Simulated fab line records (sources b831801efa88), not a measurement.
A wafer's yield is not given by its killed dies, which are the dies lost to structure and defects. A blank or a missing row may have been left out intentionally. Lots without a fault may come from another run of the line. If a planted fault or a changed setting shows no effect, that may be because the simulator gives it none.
The tool behind it: which one? | flow sky130 | 33 wafers from 11 lots sampled at 5 of the route's 708 steps

== WHAT THE GAUGES SHOWED, per wafer ==
SKY_VIA1_THK_MEAS_01.
lot  | measured     | on            | VIA1_HDPCVD_THK (nm)
L110 | day 32 21:46 | film_metro-03 | 1002 1019 1041
L116 | day 35 03:02 | film_metro-02 | 1019 1037 1024
L117 | day 35 09:40 | film_metro-01 | 1008 1037 1028
L118 | day 35 21:22 | film_metro-02 | 1014 1020 1044
L120 | day 36 06:46 | film_metro-03 | 926 906 921
L121 | day 36 15:52 | film_metro-01 | 908 929 909
L127 | day 38 23:18 | film_metro-02 | 1037 1039 1047
L128 | day 39 04:19 | film_metro-03 | 1034 1041 1043
L129 | day 39 07:05 | film_metro-02 | 1030 1045 1018
L132 | day 39 21:08 | film_metro-02 | 1057 1039 1041
L131 | day 39 23:34 | film_metro-01 | 1042 1027 1035

SKY_VIA1_RS_MEAS_22: the measuring method here is four-point-probe.
lot  | measured     | on            | VIA1_W_RS (ohm/sq)
L110 | day 34 01:24 | film_metro-02 | 0.420 0.430 0.436
L116 | day 36 06:53 | film_metro-02 | 0.428 0.419 0.425
L117 | day 36 13:44 | film_metro-02 | 0.431 0.430 0.432
L118 | day 37 00:27 | film_metro-02 | 0.439 0.426 0.439
L120 | day 37 09:07 | film_metro-01 | 0.423 0.421 0.423
L121 | day 37 19:14 | film_metro-01 | 0.432 0.431 0.428
L127 | day 40 01:28 | film_metro-02 | 0.419 0.423 0.417
L128 | day 40 06:49 | film_metro-01 | 0.428 0.422 0.428
L129 | day 40 09:05 | film_metro-01 | 0.414 0.423 0.418
L132 | day 40 22:30 | film_metro-03 | 0.434 0.433 0.436
L131 | day 41 00:53 | film_metro-03 | 0.432 0.431 0.425

== EACH LOT AND THE TOOL THAT RAN IT (in order: tool; ch and the chambers of the sampled wafers; start) ==
lot  | SKY_CONTACT_CVD_00              | SKY_CONTACT_CVD_24            | SKY_VIA1_HDPCVD_00
L110 | pecvd-04 ch 0,1, day 30 11:20   | cvd_w-02 ch 0,1, day 31 16:46 | hdpcvd-02 ch 0,1,2, day 32 21:38
L116 | pecvd-01 ch 1,2, day 32 19:43   | cvd_w-01 ch 0,1, day 33 23:35 | hdpcvd-02 ch 0,1,2, day 35 02:55
L117 | pecvd-02 ch 0,1,2, day 33 01:56 | cvd_w-01 ch 0,1, day 34 05:32 | hdpcvd-02 ch 0,1,2, day 35 09:34
L118 | pecvd-04 ch 0,1,2, day 33 13:13 | cvd_w-01 ch 0,1, day 34 16:56 | hdpcvd-01 ch 0,1,2, day 35 21:16
L120 | pecvd-01 ch 0,1,2, day 33 23:23 | cvd_w-01 ch 0,1, day 35 02:34 | hdpcvd-02 ch 0,1, day 36 06:38
L121 | pecvd-02 ch 0,1, day 34 07:29   | cvd_w-01 ch 0,1, day 35 11:56 | hdpcvd-02 ch 0,1,2, day 36 15:45
L127 | pecvd-02 ch 0,1,2, day 36 16:08 | cvd_w-02 ch 1, day 37 19:41   | hdpcvd-01 ch 0,1, day 38 23:11
L128 | pecvd-04 ch 0,2, day 36 20:52   | cvd_w-02 ch 0,1, day 38 00:49 | hdpcvd-01 ch 1,2, day 39 04:11
L129 | pecvd-01 ch 0,1, day 37 00:40   | cvd_w-01 ch 0,1, day 38 04:02 | hdpcvd-02 ch 0,1,2, day 39 06:58
L132 | pecvd-01 ch 1,2, day 37 16:07   | cvd_w-01 ch 0,1, day 38 18:13 | hdpcvd-01 ch 0,1,2, day 39 21:01
L131 | pecvd-02 ch 0,1,2, day 37 18:10 | cvd_w-01 ch 0,1, day 38 20:55 | hdpcvd-01 ch 0,1, day 39 23:28
- SKY_CONTACT_CVD_00: deposits Si3N4, target thk 75 nm.
- SKY_CONTACT_CVD_24: deposits W, target thk 340 nm, time 102.12 s.
- SKY_VIA1_HDPCVD_00: deposits SiO2, target thk 1030 nm, time 171.7 s.

== AS READ BY THE TOOLS THEMSELVES (means over the sampled wafers that have a number; for cases with no such wafer, the mark the record gives instead) ==
SKY_CONTACT_CVD_00.
lot  | tool     | heater_power_w (W) | susceptor_temp_C (C)
L110 | pecvd-04 | 715                | 399.79
L116 | pecvd-01 | 771                | 399.95
L117 | pecvd-02 | 899                | 400.13
L118 | pecvd-04 | 703                | 400.13
L120 | pecvd-01 | 770                | 399.94
L121 | pecvd-02 | 766                | 400.29
L127 | pecvd-02 | 942                | 400.00
L128 | pecvd-04 | 687                | 399.97
L129 | pecvd-01 | 736                | 399.97
L132 | pecvd-01 | 791                | 400.04
L131 | pecvd-02 | 879                | 399.86

SKY_CONTACT_CVD_24.
lot  | tool     | heater_power_w (W) | susceptor_temp_C (C)
L110 | cvd_w-02 | 917                | 399.94
L116 | cvd_w-01 | 886                | 400.04
L117 | cvd_w-01 | 855                | 400.03
L118 | cvd_w-01 | 867                | 399.97
L120 | cvd_w-01 | 877                | 399.94
L121 | cvd_w-01 | 876                | 399.88
L127 | cvd_w-02 | 999                | 400.11
L128 | cvd_w-02 | 924                | 399.92
L129 | cvd_w-01 | 881                | 399.99
L132 | cvd_w-01 | 889                | 399.89
L131 | cvd_w-01 | 897                | 399.91

SKY_VIA1_HDPCVD_00.
lot  | tool      | run_length_s (s) | susceptor_temp_C (C)
L110 | hdpcvd-02 | 199.4            | 400.02
L116 | hdpcvd-02 | 199.6            | 400.04
L117 | hdpcvd-02 | 199.0            | 399.90
L118 | hdpcvd-01 | 199.8            | 400.15
L120 | hdpcvd-02 | 181.7            | -
L121 | hdpcvd-02 | 181.7            | -
L127 | hdpcvd-01 | 199.2            | 400.07
L128 | hdpcvd-01 | 199.5            | 400.01
L129 | hdpcvd-02 | 199.3            | 400.10
L132 | hdpcvd-01 | 199.6            | 399.96
L131 | hdpcvd-01 | 199.4            | 399.98

== THE ANSWER, worked out from the rows above alone ==
Rule: usual is defined by the lots themselves. Put in order of their means at a reading, lots are off if they are a third of the lots or fewer, leave a main group of 4 or more, and stand apart from it by a gap of 3 or more times the standard deviation of the main group's means; of several such gaps the widest counts. The tables above print the reading to a certain number of digits; a main group whose means all agree to those digits is not used. Also off: a lot with no number at a reading for which 4 or more lots have one. Any other lot the step has rows for is counted as sound. After the gauges, taken in route order, come the tools' own readings; for these a lot's mean is taken, as printed above. At the first step where some lot is off, the reading lying furthest off is the one used; lots without a number count as furthest.
Off: L120, L121, seen at SKY_VIA1_THK_MEAS_01 (VIA1_HDPCVD_THK). The main group: mean 1032 nm, standard deviation 8.
If a tool, at a process step before that reading, ran all the lots that are off and no sound lot after the first of them, it fits. Not tried: the gauges at SKY_VIA1_THK_MEAS_01; whatever is off there is also off at SKY_VIA1_HDPCVD_00, on other tools, and gauge error can't account for it. Not one of the candidates tried fits.

== WHAT WAS PUT IN BY THE SIMULATOR ==
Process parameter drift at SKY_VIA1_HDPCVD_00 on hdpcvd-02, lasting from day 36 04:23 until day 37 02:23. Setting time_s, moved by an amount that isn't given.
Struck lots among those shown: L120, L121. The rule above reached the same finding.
